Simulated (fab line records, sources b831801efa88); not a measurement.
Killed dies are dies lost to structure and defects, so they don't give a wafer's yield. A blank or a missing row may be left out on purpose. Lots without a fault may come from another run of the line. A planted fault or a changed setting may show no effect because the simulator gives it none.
Chamber matching | flow gf180mcu | GF_V3_ETCH_16 on rie_diel-04: 4 sister chambers
The step etches BARC in N2/H2. 8 wafers are shown with their chamber, then 7 later ones without.

WAFERS WITH THEIR CHAMBER
wafer  | chamber | throttle_valve_pct (%) | oes_product_au (a.u.)
L314.6 | 1       | 13.225                 | 0.859
L321.2 | 3       | 13.220                 | 0.847
L323.2 | 2       | 13.236                 | 0.857
L323.3 | 1       | 13.227                 | 0.855
L324.2 | 2       | 13.232                 | 0.855
L324.4 | 0       | 13.203                 | 0.851
L328.3 | 0       | 13.215                 | 0.857
L328.4 | 3       | 13.238                 | 0.859

WAFERS WITHOUT THEIR CHAMBER
wafer  | throttle_valve_pct (%) | oes_product_au (a.u.)
L328.5 | 13.240                 | 0.852
L335.1 | 13.238                 | 0.858
L335.2 | 13.203                 | 0.853
L335.4 | 13.230                 | 0.854
L337.1 | 13.245                 | 0.852
L337.2 | 13.225                 | 0.853
L337.5 | 13.225                 | 0.863

WHICH CHAMBER EACH WENT THROUGH
wafer  | from the rows above               | in truth
L328.5 | can't be placed: 2 or 3 or 1      | 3
L335.1 | can't be placed: 2 or 3 or 1      | 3
L335.2 | 0                                 | 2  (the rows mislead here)
L335.4 | can't be placed: 3 or 2 or 1      | 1
L337.1 | can't be placed: 2 or 3 or 1      | 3
L337.2 | can't be placed: 3 or 1 or 2 or 0 | 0
L337.5 | can't be placed: 1 or 2 or 3 or 0 | 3
Placed correctly: 0 of 7. Can't be placed from these rows: 6 (the true chamber is among the candidates in 6). Placed wrongly: 1.
How it was worked out, from the rows above alone: a wafer's distance from a chamber is the root of the sum, over the readings, of the square of ((its reading less the chamber's mean) divided by the reading's scatter). The wafer belongs to the nearest chamber; if the next one is less than 2 further off, it can't be placed. A chamber's mean is the mean of its shown wafers. The scatter: the root of (the sum of the squares of (reading less its chamber's mean) over the shown wafers, divided by (wafers less chambers)).
